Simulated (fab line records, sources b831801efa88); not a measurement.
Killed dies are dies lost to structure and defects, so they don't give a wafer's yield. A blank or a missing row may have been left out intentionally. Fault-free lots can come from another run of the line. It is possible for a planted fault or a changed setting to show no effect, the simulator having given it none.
Chamber matching :: flow sky130 :: 4 sister chambers for SKY_CONTACT_ETCH_16 on rie-diel-02
The step etches BARC in N2/H2, stops on SiO2, time 45.9 s, target depth 60 nm. 4 wafers are shown with their chamber, then 8 later ones without.

## WAFERS PAIRED WITH THEIR CHAMBERS
wafer: L076.3
chamber: 0
drypump-motor-current-A (A): 5.8

wafer: L080.5
chamber: 1
drypump-motor-current-A (A): 6.1

wafer: L083.6
chamber: 2
drypump-motor-current-A (A): 5.4

wafer: L084.1
chamber: 3
drypump-motor-current-A (A): 5.8

## WAFERS MISSING THEIR CHAMBER
wafer: L084.4
drypump-motor-current-A (A): 5.4

wafer: L084.5
drypump-motor-current-A (A): 5.8

wafer: L088.3
drypump-motor-current-A (A): 5.5

wafer: L088.4
drypump-motor-current-A (A): 5.8

wafer: L088.5
drypump-motor-current-A (A): 5.8

wafer: L095.2
drypump-motor-current-A (A): 5.5

wafer: L095.3
drypump-motor-current-A (A): 5.8

wafer: L095.6
drypump-motor-current-A (A): 5.8

## THE CHAMBER EACH PASSED THROUGH
wafer: L084.4
from the rows above: 2
in truth: 2

wafer: L084.5
from the rows above: can't be placed: 0 or 3
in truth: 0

wafer: L088.3
from the rows above: 2
in truth: 2

wafer: L088.4
from the rows above: can't be placed: 0 or 3
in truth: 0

wafer: L088.5
from the rows above: can't be placed: 0 or 3
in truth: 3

wafer: L095.2
from the rows above: 2
in truth: 2

wafer: L095.3
from the rows above: can't be placed: 0 or 3
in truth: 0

wafer: L095.6
from the rows above: can't be placed: 0 or 3
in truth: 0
3 of 8 placed correctly. These rows do not allow placing 5 (true chamber among the candidates in 5). 0 placed wrongly.
How it was worked out, from the rows above alone: a wafer's distance from a chamber is the root of the sum, over the readings, of the square of ((its reading less the chamber's mean) divided by the reading's scatter). If the next closest chamber is less than 2 further off than the closest, the wafer can't be placed; otherwise it belongs to the closest. The mean given for a chamber averages the wafers shown for that chamber. The scatter: root of mean squared gap, hidden wafer to nearest shown wafer, with one shown wafer a chamber.
